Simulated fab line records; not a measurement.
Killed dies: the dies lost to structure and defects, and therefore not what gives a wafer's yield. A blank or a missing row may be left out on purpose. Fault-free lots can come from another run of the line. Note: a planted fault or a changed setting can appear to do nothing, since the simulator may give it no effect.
Which of the tools did it? ; flow sky130 ; 33 wafers from 11 lots sampled at 4 of the route's 708 steps

== WHAT THE GAUGES READ, wafer by wafer ==
SKY_LI_CONTACT_THK_MEAS_01. Usual: LI_CONTACT_HDPCVD_THK 932 nm, standard deviation 11.
lot;measured;on;LI_CONTACT_HDPCVD_THK (nm);flag
L988;day 28 16:59;film_metro-02;904 916 908;
L991;day 29 17:49;film_metro-01;933 932 934;
L994;day 30 22:07;film_metro-01;698 723 716;OFF
L996;day 31 20:14;film_metro-03;728 731 729;OFF
L997;day 32 08:58;film_metro-01;725 725 721;OFF
L998;day 32 15:34;film_metro-02;735 720 735;OFF
L101;day 33 22:01;film_metro-03;928 936 924;
L103;day 33 23:17;film_metro-01;915 926 928;
L104;day 34 07:46;film_metro-01;930 933 925;
L106;day 34 14:55;film_metro-03;907 925 921;
L109;day 35 14:03;film_metro-01;931 937 920;

SKY_LI_CONTACT_OVL_MEAS_13. Usual: LI_CONTACT_OVL 0 nm, standard deviation 4.9.
lot;measured;on;LI_CONTACT_OVL (nm);flag
L988;day 29 20:28;overlay-01;4 -2 -1;
L991;day 30 22:26;overlay-02;-12 -15 -2;
L994;day 32 01:51;overlay-01;-2 -4 -9;
L996;day 32 23:46;overlay-02;-5 -3 -7;
L997;day 33 12:40;overlay-01;-4 -4 -4;
L998;day 33 18:59;overlay-01;-8 -2 -9;
L101;day 35 01:50;overlay-02;-4 -3 -1;
L103;day 35 02:12;overlay-01;-5 2 0;
L104;day 35 10:40;overlay-02;2 0 4;
L106;day 35 18:01;overlay-02;0 3 0;
L109;day 36 16:06;overlay-02;7 3 3;

== WHAT TOOL EACH LOT RAN ON (gives the tool, then ch and the chambers of the sampled wafers, and finally the start) ==
lot;SKY_LI_CONTACT_HDPCVD_00;SKY_LI_CONTACT_CMP_02
L988;hdpcvd-02 ch 0,2, day 28 16:53;cmp-02 ch 1,3, day 28 17:06
L991;hdpcvd-02 ch 1,2, day 29 17:40;cmp-01 ch 0,1,3, day 29 17:59
L994;hdpcvd-02 ch 1,2, day 30 22:01;cmp-01 ch 1,2, day 30 22:13
L996;hdpcvd-02 ch 0,1,2, day 31 20:08;cmp-02 ch 0,1, day 31 20:21
L997;hdpcvd-02 ch 1,2, day 32 08:50;cmp-01 ch 0,2,3, day 32 09:06
L998;hdpcvd-02 ch 0,1, day 32 15:28;cmp-02 ch 1,3, day 32 15:41
L101;hdpcvd-01 ch 0,1, day 33 21:55;cmp-01 ch 0,3, day 33 22:34
L103;hdpcvd-01 ch 0,1,2, day 33 23:05;cmp-01 ch 0,1, day 33 23:20
L104;hdpcvd-01 ch 0,1,2, day 34 07:40;cmp-02 ch 0,2,3, day 34 07:49
L106;hdpcvd-01 ch 0,1,2, day 34 14:47;cmp-02 ch 0,1,2, day 34 15:03
L109;hdpcvd-01 ch 0,1, day 35 13:56;cmp-02 ch 0,3, day 35 14:06
- SKY_LI_CONTACT_HDPCVD_00: deposits PSG, target thk 930 nm, time 155 s.
- SKY_LI_CONTACT_CMP_02: polishes PSG.

== AS READ BY THE TOOLS THEMSELVES (means over the sampled wafers that have a number; for cases with no such wafer, the mark the record gives instead) ==
SKY_LI_CONTACT_HDPCVD_00. Usual: pressure_mtorr 5.999 mTorr, standard deviation 0.012; susceptor_temp_C 599.97 C, standard deviation 0.25.
lot;tool;pressure_mtorr (mTorr);susceptor_temp_C (C);flag
L988;hdpcvd-02;6.005;600.04;
L991;hdpcvd-02;5.994;599.85;
L994;hdpcvd-02;5.999;599.79;
L996;hdpcvd-02;6.004;600.03;
L997;hdpcvd-02;5.991;600.32;
L998;hdpcvd-02;5.990;599.57;
L101;hdpcvd-01;5.994;599.87;
L103;hdpcvd-01;5.993;599.94;
L104;hdpcvd-01;5.979;600.24;
L106;hdpcvd-01;5.995;600.00;
L109;hdpcvd-01;6.006;600.07;

SKY_LI_CONTACT_CMP_02. Usual: edge_zone_pressure_frac 1.000, standard deviation 0.005; motor_current_A 11.2 A, standard deviation 1; slurry_filter_dp_kPa 13.50 kPa, standard deviation 0.13; slurry_flow_ml_min 150.1, standard deviation 0.47; time_to_endpoint_s 32.5 s, standard deviation 2.6.
lot;tool;edge_zone_pressure_frac;motor_current_A (A);slurry_filter_dp_kPa (kPa);slurry_flow_ml_min;time_to_endpoint_s (s);flag
L988;cmp-02;1.005;11.8;13.35;150.3;32.2;
L991;cmp-01;1.001;10.9;13.49;150.4;28.8;
L994;cmp-01;1.000;11.4;13.51;150.4;29.0;
L996;cmp-02;1.000;11.4;13.40;150.1;32.0;
L997;cmp-01;0.997;10.1;13.63;150.1;32.2;
L998;cmp-02;0.999;11.4;13.28;149.8;34.7;
L101;cmp-01;1.000;9.7;13.44;149.6;35.8;
L103;cmp-01;0.997;11.7;13.45;149.5;32.8;
L104;cmp-02;0.998;10.8;13.37;150.0;31.9;
L106;cmp-02;1.000;11.6;13.57;150.5;33.4;
L109;cmp-02;0.998;10.7;13.52;150.7;35.2;

== THE ANSWER, worked out from the rows above alone ==
Rule: lot off if the mean of its wafers having a number is beyond 3 standard deviations from the usual mean. A lot without any number at a reading at which 4 lots or more have one is off too. The other lots that the step has rows for count as sound. Order of review: gauges by route order, followed by the tools' own readings, for which a lot's mean as printed above is used. At the first step where some lot is off, the reading lying furthest off is the one used; lots without a number count as furthest.
Off: at SKY_LI_CONTACT_THK_MEAS_01 (LI_CONTACT_HDPCVD_THK), L994, L996, L997, L998.
A tool fits if, at a process step before that reading, it ran every lot that is off, and no sound lot after the first of them. The gauges at SKY_LI_CONTACT_THK_MEAS_01 are tried like those tools. One candidate fits, namely hdpcvd-02 at SKY_LI_CONTACT_HDPCVD_00. Its last sound lot is L991 (day 29 17:40), its first lot that is off L994 (day 30 22:01): a fault that began between those two fits.

== WHAT WAS PUT IN BY THE SIMULATOR ==
Site profile drift: hdpcvd-02, from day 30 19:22 on, at SKY_LI_CONTACT_HDPCVD_00. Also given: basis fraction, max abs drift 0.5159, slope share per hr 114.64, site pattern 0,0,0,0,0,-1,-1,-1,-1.
Struck lots among those shown: L994, L996, L997, L998. The rule above found the same.
